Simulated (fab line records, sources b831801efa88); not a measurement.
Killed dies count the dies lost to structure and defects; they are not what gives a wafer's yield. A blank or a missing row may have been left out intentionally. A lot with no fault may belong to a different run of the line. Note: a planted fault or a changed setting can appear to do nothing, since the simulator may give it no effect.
Chamber matching	flow sky130	4 sister chambers for SKY_VIA3_CMP_24 on cmp-02
The step polishes, stops on SiO2, t overpolish 20 s, target thk 0 nm. 8 wafers are shown with their chamber, then 7 later ones without.

== WAFERS WITH THEIR CHAMBER ==
wafer	chamber	motor current A (A)	time to endpoint s (s)
L434.5	0	11.8	93.6
L436.1	2	10.6	99.9
L436.3	0	10.9	95.9
L437.2	2	11.7	102.0
L437.4	1	10.0	100.1
L437.5	1	10.0	98.9
L450.1	3	9.3	94.5
L450.5	3	9.0	92.4

== WAFERS WHOSE CHAMBER IS MISSING ==
wafer	motor current A (A)	time to endpoint s (s)
L450.6	11.3	94.9
L451.1	11.6	89.8
L451.2	10.1	89.7
L451.4	9.4	91.8
L452.1	10.2	93.5
L452.2	11.4	90.7
L452.3	9.6	91.7

== WHICH CHAMBER EACH ONE RAN IN ==
wafer	from the rows above	in truth
L450.6	0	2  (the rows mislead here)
L451.1	can't be placed: 0 or 3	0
L451.2	can't be placed: 3 or 0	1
L451.4	3	3
L452.1	can't be placed: 3 or 0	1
L452.2	can't be placed: 0 or 3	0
L452.3	3	3
Placed correctly: 2 of 7. From these rows, 4 cannot be placed; in 2 the true chamber is one of the candidates. 1 placed wrongly.
How it was worked out, from the rows above alone: a wafer's distance from a chamber is the root of the sum, over the readings, of the square of ((its reading less the chamber's mean) divided by the reading's scatter). If the next closest chamber is less than 2 further off than the closest, the wafer can't be placed; otherwise it belongs to the closest. The mean given for a chamber averages the wafers shown for that chamber. The scatter: the root of (the sum of the squares of (reading less its chamber's mean) over the shown wafers, divided by (wafers less chambers)).
